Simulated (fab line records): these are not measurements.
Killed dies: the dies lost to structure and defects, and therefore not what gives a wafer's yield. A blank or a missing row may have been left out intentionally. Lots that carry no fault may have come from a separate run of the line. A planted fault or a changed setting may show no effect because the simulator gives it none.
A lot that was struck, set against a sound lot / flow sky130 / 16 out of 708 route steps
Sound: wafers L548.2, L548.4, L548.5. Struck: wafer L539.5. (L539.2, L539.6 of the same lot were not struck and are left out.) The cause comes at the end.
Order at every step that has rows: each side's tool, ch and its chambers, its first start. Under that, the readings that differ: sound wafers / struck wafers / difference of the means / sigmas: that difference in standard deviations of wafers without a fault.
alike: readings with means less than 2 such deviations apart, plus words and numbers identical on both sides. not compared: withheld readings, readings lacking a value on some wafer, bounds such as >300 that could conceal the same value, and numbers that have no deviation in the record and whose values overlap.
Wherever a step has rows on one side only, a row that says differs or no value, or a row with sigmas, the two part there. When numbers do not overlap yet have no deviation, they are printed without sigmas and do not part them. Lack of a reading on every wafer of one side parts them only where that side has two or more wafers.

first, 2 steps without rows for these wafers: SKY_METAL3_PEB_11; SKY_METAL3_DEVELOP_12 (develop time 60 s).
SKY_METAL3_CD_MEAS_13: target cd 300 nm.
  struck on cdSem-01, day 40 14:18; sound on cdSem-02, day 42 20:37
  alike: cdNm
SKY_METAL3_OVL_MEAS_14:
  struck on overlay-01, day 40 14:25; sound on overlay-01, day 42 20:43
  alike: METAL3_OVL
then, 1 step without rows for these wafers: SKY_METAL3_DESCUM_15 (chemistry O2, time 8 s).
SKY_METAL3_ETCH_16: etches BARC in N2/H2, stops on SiO2, time 88.2 s, target depth 60 nm.
  sound on rieMetal-04 ch 1, day 42 20:47; struck on rieMetal-01 ch 0, day 40 14:28
  alike: chamberPressureMTorr, drypumpMotorCurrentA, oesProductAu, throttleValvePct
  not compared: rfHoursCounterH
SKY_METAL3_ETCH_17: etches SiO2 in C4F8/O2/Ar, stops on TiN, time 3.9 s, target depth 15 nm.
  sound on rieDiel-04 ch 0,2,3, day 42 20:53; struck on rieDiel-02 ch 1, day 40 14:34
  alike: chamberPressureMTorr, oesProductAu
  not compared: rfHoursCounterH
SKY_METAL3_METAL_ETCH_18: etches the open film in Cl2/BCl3, stops on SiO2, target depth 845 nm, time 183.1 s.
  sound on rieMetal-02 ch 0, day 42 20:57; struck on rieMetal-02 ch 0, day 40 14:35
  alike: chamberPressureMTorr, drypumpMotorCurrentA, oesProductAu, throttleValvePct
  not compared: rfHoursCounterH
SKY_METAL3_STRIP_19: strips in O2/N2.
  sound on plasmaAsher-04 ch 0,1, day 42 21:15; struck on plasmaAsher-03 ch 0, day 40 14:46
  alike: chamberPressureMTorr, drypumpMotorCurrentA, oesProductAu, stripTimeToEndpointS
  not compared: rfHoursCounterH
then, 3 steps without rows for these wafers: SKY_METAL3_STRIP_20 (strips in post etch residue remover, time 1200 s); SKY_METAL3_CLEAN_21 (cleans in IPA, time 180 s); SKY_METAL3_CLEAN_22 (cleans in O3/DIW).
SKY_VIA3_HDPCVD_00: deposits SiO2, target thk 1635 nm, time 272.5 s.
  sound on hdpcvd-02 ch 0,1,2, day 42 21:50; struck on hdpcvd-01 ch 2, day 40 15:23
reading=model.SiO2_of_VIA3_HDPCVD_00.thkNm (nm); sound=1617 1661 1647; struck=781.4; difference=-860.3; sigmas=
SKY_VIA3_THK_MEAS_01:
  struck on filmMetro-03, day 40 15:48; sound on filmMetro-02, day 42 22:01
reading=VIA3_HDPCVD_THK (nm); sound=1615 1661 1647; struck=782; difference=-859; sigmas=-48
  not compared: hold
SKY_VIA3_CMP_02: polishes SiO2.
  sound on cmp-02 ch 1,2,3, day 42 22:04; struck on cmp-01 ch 3, day 41 02:13
reading=hold; sound=- - -; struck=awaitDispo/10.3h/release; difference=no value on the sound wafers; sigmas=
  alike: motorCurrentA, retainingRingPressureFrac
-- the record jumps here: 6 days lie between the struck wafers' starts before and after (it left off in module VIA3 and takes up again in module PAD_OPEN, whose first step shown is number 708 of the route) --
SKY_PAD_OPEN_PROBE_99:
  struck on prober-02, day 47 12:43; sound on prober-02, day 49 08:19
reading=model.etest.met4Comb.leakLog10AUm; sound=-11.93 -11.99 -12.06; struck=-6.971; difference=+5.022; sigmas=

## WHERE THEY PART
Last at SKY_VIA3_CMP_02 as far as this record goes, first at SKY_VIA3_THK_MEAS_01.

WHY: the cause the simulator had injected
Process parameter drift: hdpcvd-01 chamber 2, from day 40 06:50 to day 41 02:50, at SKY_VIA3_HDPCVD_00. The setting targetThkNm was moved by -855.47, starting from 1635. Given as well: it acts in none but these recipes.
